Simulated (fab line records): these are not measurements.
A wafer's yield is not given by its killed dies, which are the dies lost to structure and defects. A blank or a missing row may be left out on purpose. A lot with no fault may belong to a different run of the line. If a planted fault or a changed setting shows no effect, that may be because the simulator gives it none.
Split-lot experiment ; flow sky130 ; route with 708 steps; 5 lots, 23 wafers read

ABOUT THE SPLIT
At SKY_LOCAL_INTERCONNECT_COAT_06 (resist thk 450 nm), the setting spinRpm was moved away from the recipe's 3000 rpm on 8 of the 23 wafers read, by -7.3% to +6.6%. For the rest of the wafers, this setting stayed at what the recipe calls for.

The split's own step is where the reading is taken.

THE READING
KrF-thick_of_LOCAL_INTERCONNECT_COAT_06.thkNm (the simulator's own value, which no gauge read), in nm, at SKY_LOCAL_INTERCONNECT_COAT_06 (resist thk 450 nm). No usual value for it is given in the file. Average 450.2 nm, standard deviation 0.78 nm, over the 15 wafers here run with the recipe.

wafer;tool, chamber at the split;spinRpm as run, rpm;against the recipe;KrF-thick_of_LOCAL_INTERCONNECT_COAT_06.thkNm, nm;against lot-mates on the recipe
L077.1;lithoTrack-03, 0;3000;recipe;450.1;-
L077.2;lithoTrack-03, 0;3198;+6.6%;436.3;-13.7
L077.3;lithoTrack-03, 0;3198;+6.6%;435.6;-14.4
L077.5;lithoTrack-03, 0;3198;+6.6%;437.9;-12.1
L077.6;lithoTrack-03, 0;3000;recipe;449.9;-
L080.2;lithoTrack-03, 0;3000;recipe;451.8;-
L080.4;lithoTrack-03, 0;3000;recipe;451.4;-
L080.5;lithoTrack-03, 0;3000;recipe;450.8;-
L082.1;lithoTrack-03, 0;2782;-7.3%;467;+17.1
L082.3;lithoTrack-03, 0;3000;recipe;449.7;-
L082.4;lithoTrack-03, 0;2782;-7.3%;465.9;+16.0
L082.5;lithoTrack-03, 0;3000;recipe;449.4;-
L082.6;lithoTrack-03, 0;3000;recipe;450.7;-
L084.1;lithoTrack-02, 0;3000;recipe;449.4;-
L084.6;lithoTrack-02, 0;3000;recipe;449.4;-
L084.2;lithoTrack-02, 0;3000;recipe;449.5;-
L084.3;lithoTrack-02, 0;3000;recipe;450.8;-
L084.5;lithoTrack-02, 0;3000;recipe;449.7;-
L085.1;lithoTrack-02, 0;2789;-7.0%;467.4;+16.9
L085.2;lithoTrack-02, 0;3000;recipe;451.2;-
L085.3;lithoTrack-02, 0;3000;recipe;449.8;-
L085.4;lithoTrack-02, 0;2789;-7.0%;467.7;+17.2
L085.5;lithoTrack-02, 0;2789;-7.0%;466.2;+15.7

FIT RESULTS
A straight line over all 23 wafers: KrF-thick_of_LOCAL_INTERCONNECT_COAT_06.thkNm changes by -2.23 nm for each +1% of spinRpm; r = -0.99; the points scatter about the line by 0.96 nm.
The same after taking each lot's own level away (the mean of its wafers on the recipe; 23 wafers): -2.21 nm for each +1%; r = -1.00; scatter 0.81 nm.
The reading moves by 16 nm for the largest change in spinRpm, on that fit.
Measured against the standard deviation above, the lots' own levels, which go from 449.76 to 451.33 nm, span 2.0 times it.
The two slopes agree, so the slope changes little with the lot-to-lot level.
Check: with one of the wafers moved furthest among these (-7.3%) left out of the fit, the line predicts +16.3 nm for it against its lot-mates. Against them it came out at +17.1 nm.

THE WHOLE CHAIN: every reading that the file lists as answering this split, in the file's order
step;what it does;reading;change (the file's fit);r (the file's)
SKY_LOCAL_INTERCONNECT_COAT_06;resist thk 450 nm;KrF-thick_of_LOCAL_INTERCONNECT_COAT_06.thkNm (the simulator's own value, which no gauge read);-2.23 nm for each +1% of the setting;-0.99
SKY_LOCAL_INTERCONNECT_STRIP_15;strips in O2/N2;stripTimeToEndpointS;withheld for each +1% of the setting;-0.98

FILE'S OWN FIT
KrF-thick_of_LOCAL_INTERCONNECT_COAT_06.thkNm changes by -2.23 nm for each +1% of spinRpm, r = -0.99.
